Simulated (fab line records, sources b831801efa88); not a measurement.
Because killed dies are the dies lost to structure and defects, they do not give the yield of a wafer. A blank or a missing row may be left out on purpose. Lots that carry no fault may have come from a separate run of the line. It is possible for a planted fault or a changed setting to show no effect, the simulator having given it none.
fab line records -- flow sky130
record: lots: 13, wafers: 39, lastDay: 51
route steps=708 shown SD_P@330 SD_N@353 LI_CONTACT@365 PAD_OPEN@708
lots with no fault: from the same line, run without faults
startH: hours from the record's opening day to when the first of the lot's shown wafers began -- waitH: hours from the lot's prior step to this one -- " repeats the value in the row above -- L1.1+2: one row covering several wafers at once -- - value missing, or start not given -- * or withheld: withheld -- < > ~ a bound
route shown NAME@n: NAME is a module with steps in the file, n the number in the route of the first one -- usual: average and standard deviation across the fault-free wafers -- same: alike in all rows -- chamber/n: place in a boat -- sites: each site's reading -- _std_site: standard deviation of those values -- _edge_site: mean of outer sites minus mean of inner sites -- radiusMm: how far each site lies from the wafer's centre -- mask NAME#n: copy n -- behind: the last tool/chamber to shape the wafer -- hold: the reason the lot was held/the length of the hold in hours/how it ended -- device: the n, p or np transistor that did not switch -- end of line: the same wafers' tests at the end of the route -- where a step has no rows: the recipe by itself -- killed: count of dies lost to structure and defects at first sort (not the wafer's yield) -- map: shows each die of a wafer: x if killed, . if not, _ if none is there
set.NAME: the setting as run; set.NAME@STEP: as run at that earlier step -- model.NAME: the simulator's own value behind a step, which no gauge read
steps of the route over a sample of lots; a table a step, a row a wafer
services: a tool's chamber out of use, with start hour (startH, from the record's first day; less than 0 if before it), hours out, and reason
== steps ==
step: SKY_SD_P_STRIP_10
recipe: chemistry: O2/N2, powerW: 1400, pressureMtorr: 1500, platenTempC: withheld, o2FlowSccm: 3000, n2FlowSccm: 300, overashFraction: 0.5
usual: drypumpMotorCurrentA: 5.8/0.5, oesProductAu: 0.618/0.0048, stripTimeToEndpointS: 17.52/0.038
lot.wafer,tool,chamber,startH,waitH,drypumpMotorCurrentA,oesProductAu,rfHoursCounterH,stripTimeToEndpointS
L943.1,plasmaAsher-01,1,573.27,0.1,5.6,0.618,88,17.57
L943.3,plasmaAsher-01,0,573.27,0.1,6.7,0.616,-,17.55
L943.4,plasmaAsher-01,1,573.27,0.1,5.7,0.619,-,17.56
L945.3,plasmaAsher-04,1,584.98,0.1,5.3,0.616,-,17.51
L945.4,plasmaAsher-04,0,584.98,0.1,5.3,0.619,-,17.56
L945.6,plasmaAsher-04,1,584.98,0.1,5.3,0.615,-,17.54
L944.1,plasmaAsher-04,1,585.82,0.1,5.3,0.622,78,17.53
L944.2,plasmaAsher-04,0,585.82,0.1,5.3,0.624,78,17.50
L944.5,plasmaAsher-04,0,585.82,0.1,5.3,0.620,-,17.53
L947.1,plasmaAsher-01,1,616.32,0.1,5.7,0.611,92,17.54
L947.2,plasmaAsher-01,0,616.32,0.1,6.7,0.619,92,17.53
L947.5,plasmaAsher-01,1,616.32,0.1,5.7,0.622,-,17.55
L948.1,plasmaAsher-01,1,629.90,0.1,5.7,0.621,94,17.61
L948.3,plasmaAsher-01,0,629.90,0.1,6.7,0.625,-,17.56
L948.5,plasmaAsher-01,0,629.90,0.1,6.7,0.621,-,17.60
L949.1,plasmaAsher-04,0,630.85,0.1,5.3,0.627,82,17.47
L949.2,plasmaAsher-04,1,630.85,0.1,5.3,0.619,82,17.48
L949.6,plasmaAsher-04,1,630.85,0.1,5.3,0.620,-,17.50
L950.1,plasmaAsher-02,1,644.35,0.1,6.0,0.616,52,17.57
L950.3,plasmaAsher-02,1,644.35,0.1,5.9,0.614,-,17.52
L950.5,plasmaAsher-02,0,644.35,0.1,5.8,0.624,-,17.56
L956.3,plasmaAsher-02,1,690.03,0.1,6.0,0.618,-,17.50
L956.5,plasmaAsher-02,0,690.03,0.1,5.8,0.616,-,17.55
L956.6,plasmaAsher-02,1,690.03,0.1,5.9,0.624,-,17.51
L958.1,plasmaAsher-04,1,709.60,0.1,5.3,0.616,90,17.52
L958.2,plasmaAsher-04,0,709.60,0.1,5.3,0.628,90,17.49
L958.6,plasmaAsher-04,0,709.60,0.1,5.3,0.613,-,17.51
L962.3,plasmaAsher-01,1,754.85,0.1,5.7,0.613,-,17.48
L962.4,plasmaAsher-01,0,754.85,0.1,6.7,0.613,-,17.54
L962.5,plasmaAsher-01,0,754.85,0.1,6.7,0.627,-,17.54
L964.2,plasmaAsher-01,1,767.42,0.1,5.7,0.625,2,17.48
L964.5,plasmaAsher-01,1,767.42,0.1,5.7,0.616,-,17.43
L964.6,plasmaAsher-01,0,767.42,0.1,6.7,0.618,-,17.44
L965.1,plasmaAsher-02,0,769.42,0.1,5.8,0.616,64,17.49
L965.3,plasmaAsher-02,1,769.42,0.1,5.9,0.618,-,17.51
L965.5,plasmaAsher-02,1,769.42,0.1,5.9,0.619,-,17.46
L966.1,plasmaAsher-04,1,811.22,0.1,5.3,0.624,100,17.52
L966.2,plasmaAsher-04,0,811.22,0.1,5.3,0.615,100,17.52
L966.4,plasmaAsher-04,1,811.22,0.1,5.3,0.619,-,17.50
step: SKY_SD_N_STRIP_11
recipe: chemistry: O2/N2, powerW: 1400, pressureMtorr: 1500, platenTempC: withheld, o2FlowSccm: 3000, n2FlowSccm: 300, overashFraction: 0.5
usual: drypumpMotorCurrentA: 5.6/0.32, oesProductAu: 0.527/0.0043, stripTimeToEndpointS: 22.57/0.035
lot.wafer,tool,chamber,startH,waitH,drypumpMotorCurrentA,oesProductAu,rfHoursCounterH,stripTimeToEndpointS
L943.1,plasmaAsher-04,0,632.10,0.1,5.3,0.521,82,22.58
L943.3,plasmaAsher-04,0,632.10,0.1,5.3,0.531,-,22.56
L943.4,plasmaAsher-04,1,632.10,0.1,5.3,0.521,-,22.62
L945.3,plasmaAsher-04,0,643.89,0.1,5.4,0.537,-,22.58
L945.4,plasmaAsher-04,1,643.89,0.1,5.3,0.526,-,22.59
L945.6,plasmaAsher-04,0,643.89,0.1,5.4,0.524,-,22.54
L944.1,plasmaAsher-04,0,644.75,0.1,5.3,0.525,84,22.60
L944.2,plasmaAsher-04,1,644.75,0.1,5.3,0.531,84,22.53
L944.5,plasmaAsher-04,1,644.75,0.1,5.3,0.529,-,22.56
L947.1,plasmaAsher-02,0,673.85,0.1,5.8,0.524,55,22.60
L947.2,plasmaAsher-02,1,673.85,0.1,5.9,0.528,55,22.60
L947.5,plasmaAsher-02,0,673.85,0.1,5.8,0.529,-,22.59
L948.1,plasmaAsher-02,0,685.65,0.1,5.8,0.533,57,22.61
L948.3,plasmaAsher-02,1,685.65,0.1,6.0,0.521,-,22.57
L948.5,plasmaAsher-02,0,685.65,0.1,5.8,0.527,-,22.56
L949.1,plasmaAsher-04,0,687.85,0.1,5.3,0.522,88,22.60
L949.2,plasmaAsher-04,1,687.85,0.1,5.3,0.537,88,22.54
L949.6,plasmaAsher-04,1,687.85,0.1,5.3,0.521,-,22.55
L950.1,plasmaAsher-02,1,700.42,0.1,5.9,0.528,58,22.59
L950.3,plasmaAsher-02,0,700.42,0.1,5.8,0.528,-,22.62
L950.5,plasmaAsher-02,1,700.42,0.1,5.9,0.521,-,22.60
L956.3,plasmaAsher-02,1,746.14,0.1,5.9,0.528,-,22.55
L956.5,plasmaAsher-02,0,746.14,0.1,5.8,0.523,-,22.60
L956.6,plasmaAsher-02,1,746.14,0.1,6.0,0.522,-,22.53
L958.1,plasmaAsher-03,1,763.90,0.1,5.3,0.530,32,22.57
L958.2,plasmaAsher-03,0,763.90,0.1,6.1,0.520,32,22.61
L958.6,plasmaAsher-03,1,763.90,0.1,5.4,0.524,-,22.54
L962.3,plasmaAsher-02,0,808.28,0.1,5.8,0.526,-,22.59
L962.4,plasmaAsher-02,1,808.28,0.1,5.9,0.528,-,22.57
L962.5,plasmaAsher-02,0,808.28,0.1,5.8,0.525,-,22.58
L964.2,plasmaAsher-04,0,821.85,0.1,5.3,0.531,101,22.55
L964.5,plasmaAsher-04,1,821.85,0.1,5.3,0.532,-,22.48
L964.6,plasmaAsher-04,0,821.85,0.1,5.4,0.525,-,22.47
L965.1,plasmaAsher-03,0,822.97,0.1,6.1,0.526,39,22.55
L965.3,plasmaAsher-03,1,822.97,0.1,5.3,0.531,-,22.60
L965.5,plasmaAsher-03,0,822.97,0.1,6.0,0.524,-,22.57
L966.1,plasmaAsher-03,0,863.62,0.1,6.1,0.525,43,22.63
L966.2,plasmaAsher-03,1,863.62,0.1,5.3,0.528,43,22.58
L966.4,plasmaAsher-03,0,863.62,0.1,6.1,0.528,-,22.62
step: SKY_LI_CONTACT_BOW_MEAS_03
recipe: mode: bow
usual: LI_CONTACT_BOW: 55/7.6
lot.wafer,tool,chamber,startH,waitH,LI_CONTACT_BOW[um]
L943.1,filmMetro-03,-,633.33,0.1,70
L943.3,filmMetro-03,-,633.33,0.1,66
L943.4,filmMetro-03,-,633.33,0.1,63
L945.3,filmMetro-03,-,645.12,0.1,61
L945.4,filmMetro-03,-,645.12,0.1,51
L945.6,filmMetro-03,-,645.12,0.1,62
L944.1,filmMetro-04,-,645.98,0.1,53
L944.2,filmMetro-04,-,645.98,0.1,53
L944.5,filmMetro-04,-,645.98,0.1,56
L947.1,filmMetro-03,-,675.12,0.2,43
L947.2,filmMetro-03,-,675.12,0.2,53
L947.5,filmMetro-03,-,675.12,0.2,48
L948.1,filmMetro-03,-,686.89,0.1,59
L948.3,filmMetro-03,-,686.89,0.1,57
L948.5,filmMetro-03,-,686.89,0.1,53
L949.1,filmMetro-01,-,689.09,0.2,56
L949.2,filmMetro-01,-,689.09,0.2,51
L949.6,filmMetro-01,-,689.09,0.2,54
L950.1,filmMetro-04,-,701.65,0.1,60
L950.3,filmMetro-04,-,701.65,0.1,43
L950.5,filmMetro-04,-,701.65,0.1,53
L956.3,filmMetro-01,-,747.37,0.1,56
L956.5,filmMetro-01,-,747.37,0.1,54
L956.6,filmMetro-01,-,747.37,0.1,50
L958.1,filmMetro-01,-,765.12,0.1,61
L958.2,filmMetro-01,-,765.12,0.1,59
L958.6,filmMetro-01,-,765.12,0.1,74
L962.3,filmMetro-04,-,809.51,0.3,55
L962.4,filmMetro-04,-,809.51,0.3,58
L962.5,filmMetro-04,-,809.51,0.3,49
L964.2,filmMetro-04,-,823.09,0.2,54
L964.5,filmMetro-04,-,823.09,0.2,53
L964.6,filmMetro-04,-,823.09,0.2,62
L965.1,filmMetro-04,-,824.20,0.1,57
L965.3,filmMetro-04,-,824.20,0.1,64
L965.5,filmMetro-04,-,824.20,0.1,44
L966.1,filmMetro-01,-,864.85,0.1,49
L966.2,filmMetro-01,-,864.85,0.1,59
L966.4,filmMetro-01,-,864.85,0.1,54
step: SKY_LI_CONTACT_DEVELOP_11
recipe: developTimeS: 60, resist: KrF-thick, devTempC: 21
usual: developerTempC: 21.00/0.11, exhaustPa: 45.2/0.87
lot.wafer,tool,chamber,startH,waitH,developerTempC,exhaustPa
L943.1,lithoTrack-01,0,661,-,20.95,45.4
L943.3,lithoTrack-01,0,661,-,20.86,44.9
L943.4,lithoTrack-01,0,661,-,21.07,46.1
L945.3,lithoTrack-04,0,672,-,20.87,44.6
L945.4,lithoTrack-04,0,672,-,20.98,45.2
L945.6,lithoTrack-04,0,672,-,20.86,44.4
L944.1,lithoTrack-04,0,674,-,20.86,45.5
L944.2,lithoTrack-04,0,674,-,20.82,46.3
L944.5,lithoTrack-04,0,674,-,20.99,46.6
L947.1,lithoTrack-02,0,703,-,20.95,44.6
L947.2,lithoTrack-02,0,703,-,21.02,44.2
L947.5,lithoTrack-02,0,703,-,20.98,43.8
L948.1,lithoTrack-04,0,714,-,20.98,44.3
L948.3,lithoTrack-04,0,714,-,20.99,45.4
L948.5,lithoTrack-04,0,714,-,20.95,45.0
L949.1,lithoTrack-01,0,717,-,21.08,45.3
L949.2,lithoTrack-01,0,717,-,21.12,44.4
L949.6,lithoTrack-01,0,717,-,21.09,44.2
L950.1,lithoTrack-01,0,729,-,20.79,45.5
L950.3,lithoTrack-01,0,729,-,20.99,45.0
L950.5,lithoTrack-01,0,729,-,20.90,44.1
L956.3,lithoTrack-01,0,773,-,21.92,45.6
L956.5,lithoTrack-01,0,773,-,21.82,46.7
L956.6,lithoTrack-01,0,773,-,21.91,46.0
L958.1,lithoTrack-01,0,791,-,21.96,45.7
L958.2,lithoTrack-01,0,791,-,22.11,44.8
L958.6,lithoTrack-01,0,791,-,21.89,45.6
L962.3,lithoTrack-04,0,835,-,20.91,45.6
L962.4,lithoTrack-04,0,835,-,21.07,45.2
L962.5,lithoTrack-04,0,835,-,21.02,44.3
L964.2,lithoTrack-04,0,849,-,20.87,45.5
L964.5,lithoTrack-04,0,849,-,20.86,45.1
L964.6,lithoTrack-04,0,850,-,20.95,46.0
L965.1,lithoTrack-02,0,850,-,20.98,44.6
L965.3,lithoTrack-02,0,850,-,20.80,44.2
L965.5,lithoTrack-02,0,850,-,20.96,45.3
L966.1,lithoTrack-01,0,890,-,21.01,44.8
L966.2,lithoTrack-01,0,890,-,20.96,44.8
L966.4,lithoTrack-01,0,891,-,21.18,44.0
step: SKY_PAD_OPEN_PROBE_99
usual: killed_at_M0_to_M3: 44/7.2, killed_at_M4_up: 3.1/1.7, killedAtContacts: 24/5.2, killedAtFrontEnd: 15/4.1, killedAtOther: 0.3/0.61, killedDies: 87/10, killedOpen: 48/7.5, killedShort: 39/6.6
same: grossDies: 492, killedAtBackSide: 0
lot.wafer,tool,chamber,startH,waitH,killed_at_M0_to_M3,killed_at_M4_up,killedAtContacts,killedAtFrontEnd,killedAtOther,killedDies,killedOpen,killedShort
L945.3,prober-02,-,1072.14,0.2,43,4,24,16,0,87,55,32
L945.4,prober-02,-,1072.19,0.2,43,3,26,18,0,90,41,49
L945.6,prober-02,-,1072.29,0.2,40,1,17,21,0,79,39,40
L947.1,prober-01,-,1096.37,0.1,41,5,18,18,0,82,37,45
L947.2,prober-01,-,1096.42,0.1,42,4,14,20,0,80,39,40
L947.5,prober-01,-,1096.57,0.2,39,6,17,16,0,78,37,41
L956.3,prober-02,-,1145.88,0.2,38,0,24,11,1,74,49,25
L956.5,prober-02,-,1145.98,0.2,39,5,21,12,1,78,38,40
L956.6,prober-02,-,1146.03,0.2,35,2,21,15,0,73,38,33
L958.1,prober-02,-,1157.11,0.1,46,3,23,21,0,93,55,38
L958.2,prober-02,-,1157.16,0.1,33,3,17,16,1,70,35,35
L958.6,prober-02,-,1157.36,0.2,38,3,22,13,1,77,44,33
L964.2,prober-01,-,1196.14,0.1,65,3,25,17,1,111,54,57
L964.5,prober-01,-,1196.29,0.2,37,7,23,23,0,90,52,38
L964.6,prober-01,-,1196.34,0.2,46,1,30,16,0,93,54,39
killed by level:class
L945.3 VIA1:geometricParticle:open=13 VIA2:geometricParticle:open=8 CONTACT:geometricParticle:open=8 LI_CONTACT:geometricParticle:open=6 FIELD_ISO:geometricParticle:short=5 FIELD_ISO:geometricParticle:open=5 CONTACT:geometricParticle:short=4 VIA1:geometricParticle:short=4
L945.4 CONTACT:geometricParticle:open=9 VIA1:geometricParticle:open=7 VIA1:geometricParticle:short=7 FIELD_ISO:geometricParticle:short=6 VIA3:geometricParticle:open=6 METAL2:geometricParticle:short=6 VIA2:geometricParticle:short=5 POLY_GATE:geometricParticle:short=4
L945.6 VIA1:geometricParticle:open=11 VIA1:geometricParticle:short=10 FIELD_ISO:geometricParticle:short=8 CONTACT:geometricParticle:open=6 VIA2:geometricParticle:open=5 FIELD_ISO:geometricParticle:open=4 POLY_GATE:geometricParticle:open=4 LOCAL_INTERCONNECT:geometricParticle:short=4
L947.1 CONTACT:geometricParticle:short=8 VIA3:geometricParticle:open=8 METAL2:geometricParticle:short=7 POLY_GATE:geometricParticle:short=6 POLY_GATE:geometricParticle:open=6 VIA1:geometricParticle:open=6 VIA2:geometricParticle:open=5 FIELD_ISO:geometricParticle:short=4
L947.2 VIA1:geometricParticle:open=14 FIELD_ISO:geometricParticle:open=6 METAL3:geometricParticle:short=5 VIA3:geometricParticle:open=5 FIELD_ISO:geometricParticle:short=4 POLY_GATE:geometricParticle:open=4 POLY_GATE:geometricParticle:short=4 LOCAL_INTERCONNECT:geometricParticle:short=4
L947.5 VIA1:geometricParticle:open=9 VIA1:geometricParticle:short=6 METAL2:geometricParticle:short=6 POLY_GATE:geometricParticle:open=5 LOCAL_INTERCONNECT:geometricParticle:short=5 CONTACT:geometricParticle:open=4 VIA2:geometricParticle:open=4 METAL3:geometricParticle:short=4
L956.3 CONTACT:geometricParticle:open=10 VIA1:geometricParticle:open=9 VIA2:geometricParticle:open=8 LI_CONTACT:geometricParticle:open=7 VIA3:geometricParticle:open=6 METAL3:geometricParticle:short=5 FIELD_ISO:geometricParticle:open=4 CONTACT:geometricParticle:short=4
L956.5 VIA2:geometricParticle:open=7 VIA1:geometricParticle:open=7 METAL2:geometricParticle:short=7 LOCAL_INTERCONNECT:geometricParticle:short=6 LI_CONTACT:geometricParticle:open=6 FIELD_ISO:geometricParticle:short=5 METAL4:geometricParticle:short=5 CONTACT:geometricParticle:open=5
L956.6 VIA1:geometricParticle:open=9 VIA3:geometricParticle:open=7 LI_CONTACT:geometricParticle:open=6 POLY_GATE:geometricParticle:open=5 CONTACT:geometricParticle:open=5 CONTACT:geometricParticle:short=5 VIA2:geometricParticle:short=5 POLY_GATE:geometricParticle:short=4
L958.1 VIA1:geometricParticle:open=9 CONTACT:geometricParticle:open=8 VIA3:geometricParticle:open=8 FIELD_ISO:geometricParticle:open=7 METAL1:geometricParticle:short=7 VIA2:geometricParticle:open=7 POLY_GATE:geometricParticle:open=6 LI_CONTACT:geometricParticle:open=6
L958.2 VIA1:geometricParticle:open=8 CONTACT:geometricParticle:open=7 FIELD_ISO:geometricParticle:open=4 METAL1:geometricParticle:short=4 VIA3:geometricParticle:short=4 FIELD_ISO:geometricParticle:short=3 POLY_GATE:geometricParticle:open=3 POLY_GATE:geometricParticle:short=3
L958.6 CONTACT:geometricParticle:open=9 VIA1:geometricParticle:open=7 VIA2:geometricParticle:open=7 FIELD_ISO:geometricParticle:open=6 LI_CONTACT:geometricParticle:open=6 VIA3:geometricParticle:open=6 LOCAL_INTERCONNECT:geometricParticle:short=5 VIA1:geometricParticle:short=5
L964.2 VIA1:geometricParticle:open=11 VIA2:geometricParticle:open=10 METAL1:geometricParticle:short=9 VIA1:geometricParticle:short=9 LOCAL_INTERCONNECT:geometricParticle:short=8 VIA3:geometricParticle:open=8 CONTACT:geometricParticle:open=7 POLY_GATE:geometricParticle:open=5
L964.5 VIA1:geometricParticle:open=12 CONTACT:geometricParticle:open=9 POLY_GATE:geometricParticle:open=7 FIELD_ISO:geometricParticle:open=6 METAL4:geometricParticle:short=6 FIELD_ISO:geometricParticle:short=5 LI_CONTACT:geometricParticle:open=5 LOCAL_INTERCONNECT:geometricParticle:short=5
L964.6 VIA1:geometricParticle:open=12 CONTACT:geometricParticle:short=10 VIA2:geometricParticle:open=9 POLY_GATE:geometricParticle:open=6 CONTACT:geometricParticle:open=6 LI_CONTACT:geometricParticle:open=6 FIELD_ISO:geometricParticle:open=5 LOCAL_INTERCONNECT:geometricParticle:short=5
== services ==
tool,chamber,startH,hours,kind
plasmaAsher-02,-,563.80,0.5,repair
lithoTrack-01,-,564.68,-,consumableReplace:filter
plasmaAsher-02,-,619.10,2.8,pm
plasmaAsher-02,-,626.37,1.7,repair
plasmaAsher-01,-,632.17,2.4,repair
plasmaAsher-03,-,663.50,14.6,pm
plasmaAsher-04,-,731.44,1.1,repair
plasmaAsher-01,-,733.75,9.0,pm
plasmaAsher-01,0,733.75,9.0,ventCycle
plasmaAsher-01,1,733.75,9.0,ventCycle
plasmaAsher-02,-,734.81,6.5,pm
plasmaAsher-01,0,742.75,-,clean
plasmaAsher-01,1,742.75,-,clean
plasmaAsher-04,-,779.03,14.6,pm
plasmaAsher-02,-,784.65,7.7,repair
plasmaAsher-02,-,798.64,3.3,repair
== key ==
firstSign: step: SKY_LI_CONTACT_DEVELOP_11, reading: developerTempC, direction: up, sigmas: 8.9, usual: *, struck: *
effect none on later readings
metAt SKY_LI_CONTACT_DEVELOP_11
struckLots L956,L958
testerLeftOut L956,L958
loopTrim: step: SKY_LI_CONTACT_EXPOSE_09, setting: dose, lots: L958
notActingAt SKY_SD_P_STRIP_10,SKY_SD_N_STRIP_11,SKY_LI_CONTACT_BOW_MEAS_03
onsetBetween 729 773
fault: kind: processParameterDrift, tool: lithoTrack-01, chamber: -, onsetH: 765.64, steps: SKY_LI_CONTACT_DEVELOP_11, channel: devTempC, offset: *, shape: step, endH: 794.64, actsIn: *, stated: *
testerLeftOut: of these lots the tester's yield and bins aren't shown, on N5 and GAA mostly nor the transistor test; their killed dies are dies lost to structure and defects alone, not to doping, threshold or leakage, so they don't give the yield
loopTrim: a control loop set the setting to another value than it would have without faults
